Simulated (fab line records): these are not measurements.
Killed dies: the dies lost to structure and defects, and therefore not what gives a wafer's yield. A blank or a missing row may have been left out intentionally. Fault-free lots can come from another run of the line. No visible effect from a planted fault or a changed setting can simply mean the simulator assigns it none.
Matching of chambers + flow sky130 + SKY_CONTACT_CVD_00 on pecvd-01 has 3 sister chambers
The step deposits Si3N4, target thk 75 nm. 6 wafers are shown with their chamber, then 8 later ones without.

EACH WAFER AND ITS CHAMBER
| wafer  | chamber | heater_power_w (W) |
|--------|---------|--------------------|
| L080.2 | 1       | 561                |
| L080.6 | 2       | 703                |
| L086.2 | 0       | 755                |
| L086.3 | 2       | 819                |
| L086.6 | 1       | 569                |
| L088.2 | 0       | 806                |

WAFERS WITH NO CHAMBER GIVEN
| wafer  | heater_power_w (W) |
|--------|--------------------|
| L088.4 | 625                |
| L088.5 | 707                |
| L087.2 | 628                |
| L087.3 | 774                |
| L087.4 | 779                |
| L092.1 | 786                |
| L092.2 | 726                |
| L092.4 | 578                |

CHAMBER TAKEN BY EACH
| wafer  | from the rows above          | in truth |
|--------|------------------------------|----------|
| L088.4 | can't be placed: 1 or 2 or 0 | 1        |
| L088.5 | can't be placed: 2 or 0 or 1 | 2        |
| L087.2 | can't be placed: 1 or 2 or 0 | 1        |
| L087.3 | can't be placed: 0 or 2      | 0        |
| L087.4 | can't be placed: 0 or 2      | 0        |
| L092.1 | can't be placed: 0 or 2      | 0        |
| L092.2 | can't be placed: 2 or 0      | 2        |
| L092.4 | 1                            | 1        |
1 of 8 placed correctly. Cannot be placed on the basis of these rows: 7; the candidates contain the true chamber in 7. Placed wrongly: 0.
How it was worked out, from the rows above alone: a wafer's distance from a chamber is the root of the sum, over the readings, of the square of ((its reading less the chamber's mean) divided by the reading's scatter). If the next closest chamber is less than 2 further off than the closest, the wafer can't be placed; otherwise it belongs to the closest. For every chamber, the mean is computed from those of its wafers that are shown. The scatter: the root of (the sum of the squares of (reading less its chamber's mean) over the shown wafers, divided by (wafers less chambers)).
